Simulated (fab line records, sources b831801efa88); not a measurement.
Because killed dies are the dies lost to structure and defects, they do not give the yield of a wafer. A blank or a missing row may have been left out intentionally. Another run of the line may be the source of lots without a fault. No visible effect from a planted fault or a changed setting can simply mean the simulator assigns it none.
2 desks looking at one fault	flow sky130	each desk holds nothing but its own numbers, with what lay behind them at the end

## FROM THE METROLOGY DESK
Means of the sampled wafers that have a number, per lot and without regard to the tool the lot ran on: this is what the gauges read. If a lot's mean is further than 4 standard deviations from the usual mean, the lot is out of limits and carries the mark OUT (the distance appears in the brackets).
Columns: A = cd nm at SKY_SONOS_TUNNEL_CD_MEAS_07, usual 410.7 nm; B = SONOS_TUNNEL_OVL at SKY_SONOS_TUNNEL_OVL_MEAS_08, usual 0.3 nm; C = POLY_GATE_OVL at SKY_POLY_GATE_OVL_MEAS_14, usual 3 nm
lot	first seen here	A	B	C
L359	day 11 23:28	412.5	-0.7	0
L360	day 12 07:32	412.0	-0.1	9
L362	day 12 20:43	409.6	1.8	5
L366	day 14 22:16	409.6	-1.1	4
L367	day 15 08:04	411.5	2.1	5
L368	day 15 10:19	411.4	-0.4	5
L369	day 15 16:20	409.3	-0.1	6
L371	day 16 01:19	409.8	-0.5	-4
L374	day 16 19:49	410.2	0.8	6
L377	day 18 01:09	412.2	-0.5	0
L378	day 18 09:20	412.4	0.6	12
L379	day 18 14:38	412.3	0.8	1
L380	day 18 21:18	414.4	1.8	-2
L381	day 19 09:29	411.3	1.0	3
Result from this desk: across the 14 lots, nothing is out of limits.

## TOOL OWNER'S DESK, implanter-02
The tool's own readings at SKY_GATE_OXIDE_IMPLANT_11, given as means over the sampled wafers that have a number, one for each lot that went through this tool. If a lot's mean is further than 4 standard deviations from the usual mean, the lot is out of limits and carries the mark OUT (the distance appears in the brackets).
Columns: A = beam on s at SKY_GATE_OXIDE_IMPLANT_11, usual 10.01 s; B = dose ions cm2 at SKY_GATE_OXIDE_IMPLANT_11, usual 2.6002e+12
lot	first seen here	A	B
L367	day 18 01:16	9.96	2.6774e+12 (+29) OUT
L368	day 18 06:41	10.07	2.6765e+12 (+28) OUT
L379	day 21 21:11	9.98	2.6019e+12
Finding of this desk: L367, L368 out of limits; the first was L367 at day 18 01:16, on dose ions cm2 at SKY_GATE_OXIDE_IMPLANT_11. L379: within limits.

## ALL TOGETHER
On L367, L368, at day 18 01:16, an alarm was possible from the tool owner's desk.
The metrology desk saw nothing out of limits.
The metrology desk has L367, L368 on record, within its limits.
SKY_GATE_OXIDE_IMPLANT_11 was run on implanter-02 by each of the lots named.

## WHAT THE SIMULATOR HAD PUT IN
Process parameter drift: implanter-02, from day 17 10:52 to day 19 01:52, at SKY_GATE_OXIDE_IMPLANT_11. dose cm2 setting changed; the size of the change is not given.
Lots struck among those shown: L367, L368.
Time in hours from fault onset to the first out-of-limits reading at each desk: the tool owner's desk, 14.
